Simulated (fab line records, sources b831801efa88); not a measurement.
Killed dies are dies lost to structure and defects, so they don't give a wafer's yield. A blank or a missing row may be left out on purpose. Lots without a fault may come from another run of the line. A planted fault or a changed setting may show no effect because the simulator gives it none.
A struck lot beside a sound one | flow sky130 | 17 steps out of a route of 708
Sound: wafers L371.1, L371.5, L371.6. Struck: wafers L376.2, L376.3, L376.5. The cause comes at the end.
At each step with rows: each side's tool, then ch and its chambers, then its first start. Under that, the readings that differ: sound wafers | struck wafers | difference of the means | sigmas: that difference in standard deviations of wafers without a fault.
alike: readings whose means differ by less than 2 such deviations, and words and numbers that are the same on both sides. not compared: withheld readings, readings that some wafer has no value for, bounds like >300 that may hide the same value, and numbers for which the record gives no deviation and whose values overlap.
The two part at a step that has a row with sigmas, a row that says differs or no value, or rows on one side only. Numbers that don't overlap but have no deviation are shown without sigmas and don't part them. A reading that every wafer of one side lacks parts them only if that side has two wafers or more.

first, 5 steps without rows for these wafers: SKY_SD_N_COAT_02 (resist thk 1140 nm); SKY_SD_N_SOFTBAKE_03 (time 60 s); SKY_SD_N_EXPOSE_04 (exposes mask NSDM, target cd 380 nm); SKY_SD_N_PEB_05; SKY_SD_N_DEVELOP_06 (develop time 60 s).
SKY_SD_N_CD_MEAS_07: target cd 380 nm.
  sound on cd_sem-02, day 28 04:16; struck on cd_sem-02, day 30 05:26
  reading    | sound             | struck            | difference | sigmas
  cd_nm (nm) | 377.2 377.2 376.4 | 386.9 385.3 383.2 | +8.2       | +3
SKY_SD_N_OVL_MEAS_08:
  sound on overlay-01, day 28 04:23; struck on overlay-01, day 30 05:32
  alike: SD_N_OVL
then, 2 steps without rows for these wafers: SKY_SD_N_IMPLANT_09; SKY_SD_N_IMPLANT_10.
SKY_SD_N_STRIP_11: strips in O2/N2.
  sound on plasma_asher-04 ch 0,1, day 28 04:43; struck on plasma_asher-04 ch 0,1, day 30 05:52
  alike: drypump_motor_current_A, o2_flow_sccm, oes_product_au, strip_time_to_endpoint_s
  not compared: rf_hours_counter_h
SKY_SD_N_TW_MEAS_12:
  sound on film_metro-02, day 28 04:49; struck on film_metro-02, day 30 05:59
  alike: SD_N_TW
then, 1 step without rows for these wafers: SKY_SD_N_CLEAN_13 (cleans in SC1/SC2, time 150 s).
SKY_SD_N_RTA_14: time 2 s.
  sound on rtp_anneal-02 ch 0, day 28 04:56; struck on rtp_anneal-01 ch 0, day 30 06:05
  reading            | sound             | struck            | difference | sigmas
  lamp_power_pct (%) | 15.72 15.82 15.88 | 14.91 14.94 14.85 | -0.91      | -17
  alike: chamber_o2_ppm, wafer_temp_C_max
SKY_SD_N_RS_MEAS_16: measures by four-point-probe.
  sound on film_metro-03, day 28 05:06; struck on film_metro-01, day 30 06:16
  reading          | sound             | struck            | difference | sigmas
  SD_N_RS (ohm/sq) | 68.59 68.46 68.68 | 72.51 72.70 72.64 | +4.04      | +31
SKY_SD_N_RS_MEAS_17: measures by four-point-probe.
  sound on film_metro-03, day 28 05:13; struck on film_metro-01, day 30 06:23
  reading          | sound             | struck            | difference | sigmas
  SD_P_RS (ohm/sq) | 146.6 147.2 146.8 | 171.1 171.4 171.5 | +24.5      | +61
SKY_SD_N_RS_MEAS_18: measures by four-point-probe.
  sound on film_metro-03, day 28 05:20; struck on film_metro-01, day 30 06:31
  reading               | sound             | struck            | difference | sigmas
  RES_XHIGH_RS (ohm/sq) | 332.3 332.8 332.3 | 336.6 336.5 336.0 | +3.9       | +4
-- the record jumps here: 17 days lie between the struck wafers' starts before and after (it left off in module SD_N and takes up again in module PAD_OPEN, whose first step shown is number 708 of the route) --
SKY_PAD_OPEN_PROBE_99:
  sound on prober-02, day 46 02:37; struck on prober-01, day 47 14:23
  reading                                | sound             | struck            | difference | sigmas
  model.etest.res_xhigh_po.line_ohm_um   | 5510 5463 5603    | 7324 7526 7156    | +1810      |
  model.etest.res_xhigh_po.rs_ohm_sq     | 1933 1932 1928    | 2575 2644 2500    | +642       |
  model.etest.pfet_01v8.r_on_ohm_um      | 3056 3026 2940    | 3153 3241 3246    | +206       |
  model.etest.tip_p.rs_ohm_sq            | 6974 6954 7045    | 7170 7182 7146    | +175       |
  model.etest.res_pdiff.line_ohm_um      | 1354 1352 1362    | 1589 1596 1611    | +243       |
  model.etest.res_high_po.line_ohm_um    | 725 727.9 741     | 925.5 937.6 900.5 | +189.9     |
  model.etest.licon_high_po.rc_ohm       | 342.1 336.8 340.4 | 495 518.2 510.4   | +168       |
  model.etest.pfet_g5v0d10v5.r_on_ohm_um | 4776 4679 4641    | 4792 4887 4894    | +159       |
  alike: killed_at_M0_to_M3, killed_at_M4_up, killed_at_contacts, killed_at_front_end, killed_at_other, killed_dies, killed_open, killed_short

WHERE THEY PART
First at SKY_SD_N_CD_MEAS_07; last, within this record, at SKY_SD_N_RS_MEAS_18. Later steps at which nothing parts them and some readings are alike: SKY_PAD_OPEN_PROBE_99.

WHY: what the simulator had put in
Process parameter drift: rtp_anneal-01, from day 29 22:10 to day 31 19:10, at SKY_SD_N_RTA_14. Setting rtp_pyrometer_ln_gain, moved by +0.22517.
